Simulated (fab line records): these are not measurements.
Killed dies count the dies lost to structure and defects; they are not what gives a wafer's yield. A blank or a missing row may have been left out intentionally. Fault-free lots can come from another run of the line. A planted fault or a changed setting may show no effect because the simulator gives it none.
Split-lot study + flow gf180mcu + on a route of 602 steps: 5 lots, 23 wafers read

## THE SPLIT
At GF_V1_CMP_04 (polishes SiO2), the setting leave above ref nm was moved away from the recipe's 632.5 nm on 7 of the 23 wafers read, by +3.2% to +6.9%. This setting was run at the recipe's value on the other wafers.

## FROM THE SPLIT TO THE READING: what the file shows between them, 3 steps
- GF_V1_PEB_12: peb time 90 s (also split here: peb temp c)
- GF_V1_DEVELOP_13: develop time 60 s
- GF_V1_ETCH_16: etches BARC in N2/H2

## THE READING
oes product au, in a.u., at GF_V1_ETCH_17 (etches SiO2 in C4F8/O2/Ar, stops on TiN, target depth 630 nm). Typical for fault-free wafers on this fab line: 0.857 a.u., with standard deviation 0.0047 a.u.

| wafer  | tool, chamber at the split | leave above ref nm as run, nm | against the recipe | oes product au, a.u. | against lot-mates on the recipe |
|--------|----------------------------|-------------------------------|--------------------|----------------------|---------------------------------|
| L074.1 | cmp-01, 3,0                | 632.5                         | recipe             | 0.863                | -                               |
| L074.3 | cmp-01, 1,3,0              | 675                           | +6.7%              | 0.885                | +0.024                          |
| L074.4 | cmp-01, 3,0                | 632.5                         | recipe             | 0.859                | -                               |
| L074.5 | cmp-01, 1,3,0              | 675                           | +6.7%              | 0.886                | +0.025                          |
| L074.6 | cmp-01, 1,3,0              | 675                           | +6.7%              | 0.888                | +0.027                          |
| L076.1 | cmp-02, 0,1,2              | 632.5                         | recipe             | 0.855                | -                               |
| L076.2 | cmp-02, 0,1,2              | 632.5                         | recipe             | 0.861                | -                               |
| L076.4 | cmp-02, 2,3                | 652.9                         | +3.2%              | 0.871                | +0.013                          |
| L076.5 | cmp-02, 2,3                | 652.9                         | +3.2%              | 0.868                | +0.010                          |
| L076.6 | cmp-02, 0,1,2              | 632.5                         | recipe             | 0.858                | -                               |
| L077.1 | cmp-01, 2,3,0              | 632.5                         | recipe             | 0.862                | -                               |
| L077.2 | cmp-01, 1,3                | 675.9                         | +6.9%              | 0.891                | +0.031                          |
| L077.3 | cmp-01, 2,3,0              | 632.5                         | recipe             | 0.861                | -                               |
| L077.4 | cmp-01, 2,3,0              | 632.5                         | recipe             | 0.857                | -                               |
| L077.5 | cmp-01, 1,3                | 675.9                         | +6.9%              | 0.898                | +0.038                          |
| L079.1 | cmp-01, 3,2,3              | 632.5                         | recipe             | 0.857                | -                               |
| L079.2 | cmp-01, 3,2,3              | 632.5                         | recipe             | 0.862                | -                               |
| L079.5 | cmp-01, 3,2,3              | 632.5                         | recipe             | 0.861                | -                               |
| L082.1 | cmp-02, 3,0,2,3,0          | 632.5                         | recipe             | 0.859                | -                               |
| L082.2 | cmp-02, 3,0,2,3,0          | 632.5                         | recipe             | 0.858                | -                               |
| L082.4 | cmp-02, 3,0,2,3,0          | 632.5                         | recipe             | 0.857                | -                               |
| L082.5 | cmp-02, 3,0,2,3,0          | 632.5                         | recipe             | 0.858                | -                               |
| L082.6 | cmp-02, 3,0,2,3,0          | 632.5                         | recipe             | 0.859                | -                               |
If several chambers appear in one row, that row covers several wafers at once and the file leaves open which wafer was in which chamber.

THE FIT
A straight line over all 23 wafers: oes product au changes by +0.00443 a.u. for each +1% of leave above ref nm; r = +0.97; the points scatter about the line by 0.0032 a.u.
The same after taking each lot's own level away (the mean of its wafers on the recipe; 23 wafers): +0.00425 a.u. for each +1%; r = +0.97; scatter 0.003 a.u.
On that fit, the largest move of leave above ref nm shifts the reading by 0.029 a.u.
The span of the lots' own levels, 0.8580 to 0.8610 a.u., comes to 0.6 times the standard deviation stated above.
The two slopes agree, so the slope changes little with the lot-to-lot level.
Check: +0.0286 a.u. against its lot-mates is what the line predicts for one of the wafers moved furthest among these (+6.9%) when that wafer is left out of the fit. Against them it came out at +0.031 a.u.

## THESE WAFERS: OTHER SPLITS
Note: prior to the reading, these wafers also went through further splits. Each is held against what the fit with the lots' levels taken away leaves over:
| other split on the same wafers | wafers away from the commonest value | r with oes product au (lot level and that fit taken away) |
|--------------------------------|--------------------------------------|-----------------------------------------------------------|
| GF_SAB_DEVELOP_08 dev temp c   | 4                                    | -0.17                                                     |
| GF_SALICIDE_SPUTTER_02 power w | 4                                    | +0.17                                                     |
| GF_SALICIDE_SPUTTER_03 power w | 10                                   | +0.22                                                     |
| GF_CONTACT_SPUTTER_22 power w  | 11                                   | +0.28                                                     |
| GF_M1_SPUTTER_04 power w       | 9                                    | -0.21                                                     |
| GF_V1_PEB_12 peb temp c        | 7                                    | +0.10                                                     |

## THE FILE'S OWN FIT
oes product au changes by +0.00435 a.u. for each +1% of leave above ref nm, r = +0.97.
